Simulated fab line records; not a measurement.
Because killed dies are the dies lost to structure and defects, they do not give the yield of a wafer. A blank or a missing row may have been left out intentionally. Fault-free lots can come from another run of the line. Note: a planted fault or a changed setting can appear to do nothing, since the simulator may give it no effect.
Which tool did it?    flow sky130    18 wafers from 6 lots sampled at 2 of the route's 708 steps

== WHAT THE GAUGES SHOWED, per wafer ==
SKY_GATE_OXIDE_TW_MEAS_14.
lot   measured      on             GATE_OXIDE_TW
L124  day 14 11:01  film_metro-04  225.5 226.9 225.4
L130  day 16 05:31  film_metro-02  246.9 248.2 246.9
L133  day 17 12:38  film_metro-03  250.9 250.5 250.7
L141  day 20 11:33  film_metro-04  226.0 227.3 226.4
L143  day 20 20:43  film_metro-04  226.7 225.9 226.1
L145  day 21 11:17  film_metro-02  221.9 222.3 221.6

== WHAT TOOL EACH LOT RAN ON (gives the tool, then ch and the chambers of the sampled wafers, and finally the start) ==
lot   SKY_GATE_OXIDE_IMPLANT_11
L124  implanter-04 ch 0, day 14 10:33
L130  implanter-01 ch 0, day 16 05:11
L133  implanter-01 ch 0, day 17 12:17
L141  implanter-01 ch 0, day 20 11:13
L143  implanter-01 ch 0, day 20 20:23
L145  implanter-02 ch 0, day 21 10:56
- SKY_GATE_OXIDE_IMPLANT_11

== THE ANSWER, worked out from the rows above alone ==
Rule: the usual values come from the lots themselves. Put in order of their means at a reading, lots are off if they are a third of the lots or fewer, leave a main group of 4 or more, and stand apart from it by a gap of 3 or more times the standard deviation of the main group's means; of several such gaps the widest counts. A main group whose means are all the same, to the digits that the tables above print for the reading, isn't used. Also off: a lot with no number at a reading for which 4 or more lots have one. The other lots that the step has rows for count as sound.
Off: at SKY_GATE_OXIDE_TW_MEAS_14 (GATE_OXIDE_TW), L130, L133. Main group: mean 225.2, sd 1.9.
A tool fits if, at a process step before that reading, it ran every lot that is off, and no sound lot after the first of them. The gauges at SKY_GATE_OXIDE_TW_MEAS_14 are tried like those tools. No candidate that was tried fits.

== WHAT WAS PUT IN BY THE SIMULATOR ==
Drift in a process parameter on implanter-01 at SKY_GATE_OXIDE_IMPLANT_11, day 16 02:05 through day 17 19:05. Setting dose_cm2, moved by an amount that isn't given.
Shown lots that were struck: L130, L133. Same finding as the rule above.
